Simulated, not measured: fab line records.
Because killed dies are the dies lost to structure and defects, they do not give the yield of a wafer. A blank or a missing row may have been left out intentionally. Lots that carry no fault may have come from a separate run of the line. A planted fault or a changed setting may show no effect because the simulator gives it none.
A lot that was struck, set against a sound lot + flow sky130 + 42 steps out of a route of 708
Sound: the wafers L290.1, L290.4, L290.6. Wafers struck: L301.3, L301.4, L301.6. The cause is given at the end.
Order at every step that has rows: each side's tool, ch and its chambers, its first start. Under that, the readings that differ: sound wafers + struck wafers + difference of the means + sigmas: that difference in standard deviations of wafers without a fault.
alike: readings with means less than 2 such deviations apart, plus words and numbers identical on both sides. not compared: withheld readings, readings lacking a value on some wafer, bounds such as >300 that could conceal the same value, and numbers that have no deviation in the record and whose values overlap.
Wherever a step has rows on one side only, a row that says differs or no value, or a row with sigmas, the two part there. Numbers that don't overlap but have no deviation are shown without sigmas and don't part them. A reading that every wafer of one side lacks parts them only if that side has two wafers or more.

SKY_METAL5_THK_MEAS_06: measures by xrf.
  sound on film-metro-01 at day 44 01:35; struck on film-metro-01 at day 46 12:07
  alike: METAL5_ALCU_THK
then, 8 steps without rows for these wafers: SKY_METAL5_DEHYDRATE_07 (time 60 s); SKY_METAL5_HMDS_08 (prime time 60 s); SKY_METAL5_COAT_09 (resist thk 1800 nm); SKY_METAL5_SOFTBAKE_10 (time 60 s); SKY_METAL5_EXPOSE_11 (exposes mask MM5, target cd 1600 nm); SKY_METAL5_PEB_12; SKY_METAL5_DEVELOP_13 (develop time 60 s); SKY_METAL5_DESCUM_14 (chemistry O2, time 11 s).
SKY_METAL5_METAL_ETCH_15: etches the open film in Cl2/BCl3, stops on SiO2, target depth 1260 nm, time 252 s.
  sound on rie-metal-03 ch 0, day 44 23:37; struck on rie-metal-04 ch 0,1, day 47 08:48
  alike: drypump-motor-current-A, oes-product-au, throttle-valve-pct
  not compared: rf-hours-counter-h
then, 2 steps without rows for these wafers: SKY_METAL5_STRIP_16 (strips in O2/N2); SKY_METAL5_STRIP_17 (strips in post etch residue remover, time 1200 s).
SKY_METAL5_CLEAN_18: cleans in IPA, time 180 s.
  sound on wet-bench-03 ch 1, day 45 00:33; struck on wet-bench-03 ch 3, day 47 09:26
then, 2 steps without rows for these wafers: SKY_METAL5_CLEAN_19 (cleans in O3/DIW); SKY_PASSIVATION_CVD_00 (deposits SiO2, target thk 90 nm).
SKY_PASSIVATION_THK_MEAS_01:
  sound on film-metro-02 at day 45 00:44; struck on film-metro-04 at day 47 09:39
  alike: PASSIVATION_CVD_00_THK
SKY_PASSIVATION_CVD_02: deposits Si3N4, target thk 540 nm.
  sound on pecvd-04 ch 0,1,2, day 45 00:47; struck on pecvd-04 ch 1,2, day 47 09:41
  alike: heater-power-outer-w, heater-power-w
SKY_PASSIVATION_THK_MEAS_03:
  sound on film-metro-04 at day 45 01:01; struck on film-metro-02 at day 47 09:56
  alike: PASSIVATION_CVD_02_THK
then, 7 steps without rows for these wafers: SKY_PASSIVATION_DEHYDRATE_04 (time 60 s); SKY_PASSIVATION_HMDS_05 (prime time 60 s); SKY_PASSIVATION_COAT_06 (resist thk 3000 nm); SKY_PASSIVATION_SOFTBAKE_07; SKY_PASSIVATION_EXPOSE_08 (exposes mask NSM, target cd 3000 nm); SKY_PASSIVATION_PEB_09; SKY_PASSIVATION_DEVELOP_10 (develop time 60 s).
SKY_PASSIVATION_ETCH_11: etches the open film in CF4/O2, stops on AlCu, target depth 725 nm, time 161.1 s.
  sound on rie-diel-01 ch 0,1,2, day 45 22:01; struck on rie-diel-04 ch 0,1,2, day 48 05:11
  alike: drypump-motor-current-A, oes-product-au, throttle-valve-pct
  not compared: rf-hours-counter-h
SKY_PASSIVATION_STRIP_12: strips in O2/N2.
  sound on plasma-asher-02 ch 0,1, day 45 22:07; struck on plasma-asher-03 ch 0,1, day 48 05:20
  alike: drypump-motor-current-A, oes-product-au, strip-time-to-endpoint-s
  not compared: rf-hours-counter-h
then, 7 steps without rows for these wafers: SKY_PAD_OPEN_DEHYDRATE_00 (time 60 s); SKY_PAD_OPEN_HMDS_01 (prime time 60 s); SKY_PAD_OPEN_COAT_02 (resist thk 3000 nm); SKY_PAD_OPEN_SOFTBAKE_03; SKY_PAD_OPEN_EXPOSE_04 (exposes mask PDM, target cd 60000 nm); SKY_PAD_OPEN_PEB_05; SKY_PAD_OPEN_DEVELOP_06 (develop time 60 s).
SKY_PAD_OPEN_ETCH_07: etches the open film in CF4/O2, stops on AlCu, target depth 725 nm, time 161.1 s.
  sound on rie-diel-03 ch 0,3, day 46 18:41; struck on rie-diel-02 ch 0,1, day 49 00:19
  alike: drypump-motor-current-A, oes-product-au, throttle-valve-pct
  not compared: rf-hours-counter-h
then, 5 steps without rows for these wafers: SKY_PAD_OPEN_STRIP_08 (strips in O2/N2); SKY_PAD_OPEN_STRIP_09 (strips in post etch residue remover, time 1200 s); SKY_PAD_OPEN_CLEAN_10 (cleans in IPA, time 180 s); SKY_PAD_OPEN_CLEAN_11 (cleans in O3/DIW); SKY_PAD_OPEN_ANNEAL_12.
SKY_PAD_OPEN_BOW_MEAS_13:
  sound on film-metro-02 at day 46 20:56; struck on film-metro-04 at day 49 03:29
  alike: PAD_OPEN_BOW
SKY_PAD_OPEN_PROBE_99:
  sound on prober-02 at day 46 21:03; struck on prober-02 at day 49 03:40
| reading                               | sound            | struck            | difference | sigmas |
|---------------------------------------|------------------|-------------------|------------|--------|
| defect-limited-yield (%)              | 78.7 84.6 81.5   | 73.0 72.4 70.7    | -9.6       | -5     |
| killed_at_M4_up                       | 1 5 1            | 54 53 51          | +50        | +28    |
| killed-dies                           | 105 76 91        | 133 136 144       | +47        | +5     |
| sort_bin_3_pad_short (%)              | 1.2 1.4 0.8      | 3.9 3.5 3.9       | +2.6       | +7     |
| sort_bin_5_function (%)               | 12.6 9.8 9.6     | 16.7 16.1 18.3    | +6.4       | +5     |
| sort-n-pass                           | 387 416 401      | 359 356 348       | -47        | -5     |
| sort-yield-pct (%)                    | 78.7 84.6 81.5   | 73.0 72.4 70.7    | -9.6       | -5     |
| model.etest.tester.sort-n-pass        | 387 416 401      | 359 356 348       | -47        |        |
| model.etest.tester.sort-yield-pct (%) | 78.66 84.55 81.5 | 72.97 72.36 70.73 | -9.55      |        |
| model.etest.tester.sort_bin_5_pct (%) | 12.6 9.756 9.553 | 16.67 16.06 18.29 | +6.37      |        |
| model.etest.tester.sort_bin_3_pct (%) | 1.22 1.423 0.813 | 3.862 3.455 3.862 | +2.574     |        |
  alike: killed_at_M0_to_M3, killed-at-contacts, killed-at-front-end, killed-at-other, killed-on-rim, killed-open, killed-short, sort_bin_6_memory

== WHERE THEY PART ==
SKY_PAD_OPEN_PROBE_99 only, going by this record.

WHY: what the simulator had put in
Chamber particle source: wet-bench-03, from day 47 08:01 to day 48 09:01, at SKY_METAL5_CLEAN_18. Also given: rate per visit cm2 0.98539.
